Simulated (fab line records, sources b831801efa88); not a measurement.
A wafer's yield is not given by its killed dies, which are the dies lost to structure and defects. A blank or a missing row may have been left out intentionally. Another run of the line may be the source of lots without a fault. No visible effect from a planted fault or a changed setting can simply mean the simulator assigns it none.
Code-filled problem report in 8D (eight disciplines) form ; flow sky130 ; the parts of the form that need people (team, actions taken, sign-off) are left out

== 1. WHAT WENT WRONG ==
Across 2 wafers from 2 lots, VIA4_HDPCVD_THK at SKY_VIA4_THK_MEAS_01 averages 1414 nm, while fault-free wafers read 1748 nm with a standard deviation of 36. That is -9.3 standard deviations from the usual mean.
First seen on wafer L921.6, day 45 17:41, on film_metro-02. At this step, 34 wafers from 12 lots have a number in the record. By rule, "out" or "out of limits" means more than 4 standard deviations away from the usual mean. All remaining wafers that have a number are taken as sound.

== 2. WHAT IT IS; WHAT IT IS NOT ==
question;is;is not
which readings at this step;VIA4_HDPCVD_THK;-
which lots;L921, L922;L908, L909, L911, L912, L913, L914, L924, L925, L926, L928
which wafers of those lots;L921.6, L922.1;L921.4, L922.2
read on which gauges;film_metro-02, film_metro-03;film_metro-01
when;from day 45 17:41;"up to then (19 sound wafers); but 13 sound wafers of L922, L924, L925, L926, L928 came after"

== 3. WHAT RULES OUT EACH SUSPECT ==
Counting: any tool at a process step up to the reading remains a suspect provided it ran every lot that is out. Sound lots after the first of them don't rule it out here, since some wafers of a struck lot are sound.
- the gauge at SKY_VIA4_THK_MEAS_01: ruled out. Those wafers that are out were read across 2 gauges (film_metro-02, film_metro-03).
- rie_metal-03 at SKY_METAL1_DESCUM_17 (chemistry O2, time 8 s): kept. Ran every lot that is out, first one L921 (day 37 08:13); last sound lot up to then L912 (day 34 22:34).
- rie_diel-01 at SKY_VIA1_ETCH_15 (etches SiO2 in C4F8/O2/Ar, stops on TiN, target depth 351 nm, time 54 s): kept. Ran every lot that is out, first one L921 (day 38 11:35); last sound lot up to then L912 (day 36 02:29).
- hdpcvd-02 at SKY_VIA4_HDPCVD_00 (deposits SiO2, target thk 1750 nm, time 291.7 s): kept. Ran every lot that is out, first one L921 (day 45 17:34); last sound lot up to then L913 (day 43 20:25).
The count leaves rie_metal-03 at SKY_METAL1_DESCUM_17, rie_diel-01 at SKY_VIA1_ETCH_15, and hdpcvd-02 at SKY_VIA4_HDPCVD_00.

== 4. THE CAUSE (what the simulator had put in) ==
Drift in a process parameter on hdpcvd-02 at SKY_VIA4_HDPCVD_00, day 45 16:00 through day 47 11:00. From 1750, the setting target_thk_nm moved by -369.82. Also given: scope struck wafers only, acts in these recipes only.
Counting left 3 suspects, and this tool is among them.

== 5. SEQUENCE OF EFFECTS, ordered by route ==
Rows list readings where the struck wafers' mean (over those with a number) sits beyond 3 standard deviations from the usual. Scope: only readings with a usual standard deviation given in the record; hours: median across lots of the time from each lot's start at the first step in this table that gives one to its start at this step; sigmas: change in usual standard deviations.
hours;step;reading;usual;on struck wafers;change;sigmas
0;SKY_VIA4_THK_MEAS_01;VIA4_HDPCVD_THK;1748 nm;1414;-334;-9.3

== 6. HOW IT WOULD HAVE BEEN CAUGHT EARLIER ==
2 hours passed between the start of the fault at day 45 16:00 and the first reading out of limits at a measuring or inspecting step in this record, taken at day 45 17:41.
L922, from the lots that are out (2), started SKY_VIA4_HDPCVD_00 on hdpcvd-02 later than day 45 17:41. Holding the tool at that time would have saved it.
